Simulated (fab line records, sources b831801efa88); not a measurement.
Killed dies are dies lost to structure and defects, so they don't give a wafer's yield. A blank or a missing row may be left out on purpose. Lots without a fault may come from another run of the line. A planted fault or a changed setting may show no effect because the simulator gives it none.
Problem report in the 8D (eight disciplines) form, filled by code | flow sky130 | the parts of the form that need people (team, actions taken, sign-off) are left out

1. THE PROBLEM
POLY_GATE_CVD_00_THK at SKY_POLY_GATE_THK_MEAS_01 reads a mean of 259.2 nm on 6 wafers of 2 lots; wafers without a fault read 180.5 nm with a standard deviation of 1.4. That is +56 standard deviations from the usual mean.
First seen on wafer L299.2, day 15 23:48, on film_metro-03. The record holds 42 wafers of 14 lots with a number at this step. Rule for "out", or "out of limits": more than 4 standard deviations from the usual mean. The other wafers with a number count as sound.

2. WHAT IT IS AND WHAT IT IS NOT
question                    | is                     | is not
which readings at this step | POLY_GATE_CVD_00_THK   | -
which lots                  | L299, L300             | L295, L297, L298, L310, L311, L312, L313, L314, L315, L316, L317, L318
which wafers of those lots  | all that have a number | -
read on which gauges        | film_metro-03          | film_metro-02, film_metro-04
when                        | from day 15 23:48      | up to then (9 sound wafers); but 27 sound wafers of L310, L311, L312, L313, L314, L315, L316, L317, L318 came after

3. SUSPECTS, AND WHAT RULES EACH OUT
Counting: a tool at a process step up to the reading stays a suspect if it ran every lot that is out and no sound lot after the first of them.
- the gauge at SKY_POLY_GATE_THK_MEAS_01: kept. All the wafers that are out were read on film_metro-03, and no step on other tools shows them out.
- lpcvd-01 at SKY_POLY_GATE_CVD_00 (deposits poly-Si, target thk 180 nm, time 720 s): ruled out as a lasting fault. Sound lots L310, L311, L312, L313, L314, L315, L316, L317, L318 ran on it after its first lot that is out, L299 (day 15 22:35).
Left after counting: film_metro-03 at SKY_POLY_GATE_THK_MEAS_01.

4. THE CAUSE (what the simulator had put in)
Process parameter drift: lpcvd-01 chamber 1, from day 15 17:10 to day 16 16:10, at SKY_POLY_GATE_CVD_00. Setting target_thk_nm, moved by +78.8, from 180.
Counting ruled it out, wrongly: the rule takes a fault to strike every lot that its tool runs from its start on, and this one did not.

5. THE CHAIN OF EFFECTS, in route order
Each row: a reading whose mean over the struck wafers that have a number lies more than 3 standard deviations from the usual. Only readings for which the record gives a usual standard deviation are gone through. hours: the time from each lot's start at the first step in this table that gives one to its start at this step, as a median over the lots. sigmas: the change in usual standard deviations.
hours | step                      | reading              | usual    | on struck wafers | change | sigmas
0     | SKY_POLY_GATE_THK_MEAS_01 | POLY_GATE_CVD_00_THK | 180.5 nm | 259.2            | +78.8  | +56
Later measuring or inspecting steps at which every struck wafer that the step has a row for has a number for every such reading, and none has moved that far: SKY_SD_N_CD_MEAS_07, SKY_SD_N_OVL_MEAS_08.

6. WHAT WOULD HAVE CAUGHT IT SOONER
In this record the first reading out of limits at a measuring or inspecting step was taken at day 15 23:48, 7 hours after the fault began at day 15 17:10.
Of the tool readings at SKY_POLY_GATE_CVD_00 for which the record gives a usual standard deviation, none was out on any struck wafer, so an alarm limit of 4 standard deviations on them would not have fired.
